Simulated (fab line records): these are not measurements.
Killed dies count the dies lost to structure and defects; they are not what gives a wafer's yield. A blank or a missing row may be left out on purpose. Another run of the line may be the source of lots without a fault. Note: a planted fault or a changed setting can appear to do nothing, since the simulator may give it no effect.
The same fault as seen by 2 desks :: flow gf180mcu :: every desk sees just its own numbers, and what lay behind them comes last

== THE TOOL OWNER'S DESK: wet_bench-04 ==
The tool's own readings at GF_SAB_WET_ETCH_12 (etches SiO2 in dHF, target depth 22 nm, time 440 s): means of the sampled wafers that have a number, for each lot that ran on this tool. Marked OUT: a lot whose mean sits more than 4 standard deviations from the usual mean, which makes it out of limits; the brackets give that distance.
Columns: A = run_length_s at GF_SAB_WET_ETCH_12, usual 468 s
lot: L859
first seen here: day 16 07:20
A: 474

lot: L871
first seen here: day 21 09:35
A: 512 (+14) OUT
This desk finds L871 out of limits, L871 being first, at day 21 09:35 (run_length_s at GF_SAB_WET_ETCH_12). Within limits: L859.

== METROLOGY DESK ==
What the gauges read, lot by lot, whatever tool the lot ran on: means of the sampled wafers that have a number. Marked OUT: a lot whose mean sits more than 4 standard deviations from the usual mean, which makes it out of limits; the brackets give that distance.
Columns: A = SAB_CVD_00_THK at GF_SAB_THK_MEAS_01, usual 50.2 nm; B = cd_nm at GF_SAB_CD_MEAS_09, usual 420.5 nm; C = SAB_OVL at GF_SAB_OVL_MEAS_10, usual 0.5 nm
lot: L859
first seen here: day 15 09:15
A: 50.6
B: 421.1
C: -0.3

lot: L863
first seen here: day 17 04:19
A: 50.4
B: 419.3
C: 0.3

lot: L871
first seen here: day 20 09:40
A: 50.2
B: 421.3
C: -0.6

lot: L878
first seen here: day 22 03:34
A: 50.4
B: 421.6
C: 2.6

lot: L877
first seen here: day 22 07:09
A: 50.0
B: 422.0
C: 0.8
Finding of this desk: none of the 5 lots has anything out of limits.

== BROUGHT TOGETHER ==
The tool owner's desk had the chance to raise an alarm at day 21 09:35 on L871.
Nothing out of limits was seen by the metrology desk.
The metrology desk has L871 on record, within its limits.
The lots listed all ran GF_SAB_WET_ETCH_12 on wet_bench-04.

== WHAT WAS PUT IN BY THE SIMULATOR ==
wet_bench-04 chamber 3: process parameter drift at GF_SAB_WET_ETCH_12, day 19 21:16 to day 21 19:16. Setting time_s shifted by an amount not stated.
Shown lots that were struck: L871.
Time in hours from fault onset to the first out-of-limits reading at each desk: the tool owner's desk, 36.
